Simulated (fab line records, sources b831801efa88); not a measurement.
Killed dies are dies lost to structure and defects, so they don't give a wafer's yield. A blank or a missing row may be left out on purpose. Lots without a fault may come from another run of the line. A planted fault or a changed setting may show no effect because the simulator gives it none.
Which tool did it? | flow gf180mcu | 6 lots, 18 wafers sampled, at 3 steps of a route of 602

WHAT THE GAUGES READ, wafer by wafer
GF_CONTACT_OVL_MEAS_15.
lot  | measured     | on         | CONTACT_OVL (nm)
L388 | day 16 16:49 | overlay-01 | -5 -8 -2
L391 | day 17 20:23 | overlay-01 | 4 0 -2
L393 | day 18 08:44 | overlay-01 | 3 4 7
L396 | day 20 06:04 | overlay-02 | 1 -1 0
L405 | day 23 02:52 | overlay-01 | -2 -1 1
L407 | day 23 20:55 | overlay-02 | 1 1 7

WHICH TOOL RAN EACH LOT (tool, then ch and the chambers of the sampled wafers, then the start)
lot  | GF_SALICIDE_RTA_06               | GF_CONTACT_CMP_04
L388 | rtp_anneal-01 ch 0, day 15 18:13 | cmp-01 ch 1,2,3, day 15 18:44
L391 | rtp_anneal-02 ch 0, day 16 20:23 | cmp-01 ch 1,2, day 16 20:56
L393 | rtp_anneal-01 ch 0, day 17 08:17 | cmp-01 ch 1,2, day 17 08:45
L396 | rtp_anneal-01 ch 0, day 19 04:14 | cmp-02 ch 0,2, day 19 04:48
L405 | rtp_anneal-02 ch 0, day 22 02:28 | cmp-02 ch 1,2,3, day 22 02:59
L407 | rtp_anneal-02 ch 0, day 22 21:40 | cmp-02 ch 0,1, day 22 22:17
- GF_SALICIDE_RTA_06: time 30 s.
- GF_CONTACT_CMP_04: polishes SiO2.

THE ANSWER, worked out from the rows above alone
Rule: what is usual is taken from the lots themselves. Put in order of their means at a reading, lots are off if they are a third of the lots or fewer, leave a main group of 4 or more, and stand apart from it by a gap of 3 or more times the standard deviation of the main group's means; of several such gaps the widest counts. A main group whose means are all the same, to the digits that the tables above print for the reading, isn't used. A lot without any number at a reading at which 4 lots or more have one is off too. The other lots that the step has rows for count as sound.
No lot is off at any reading shown: from this, nothing can be told.

WHAT THE SIMULATOR HAD PUT IN
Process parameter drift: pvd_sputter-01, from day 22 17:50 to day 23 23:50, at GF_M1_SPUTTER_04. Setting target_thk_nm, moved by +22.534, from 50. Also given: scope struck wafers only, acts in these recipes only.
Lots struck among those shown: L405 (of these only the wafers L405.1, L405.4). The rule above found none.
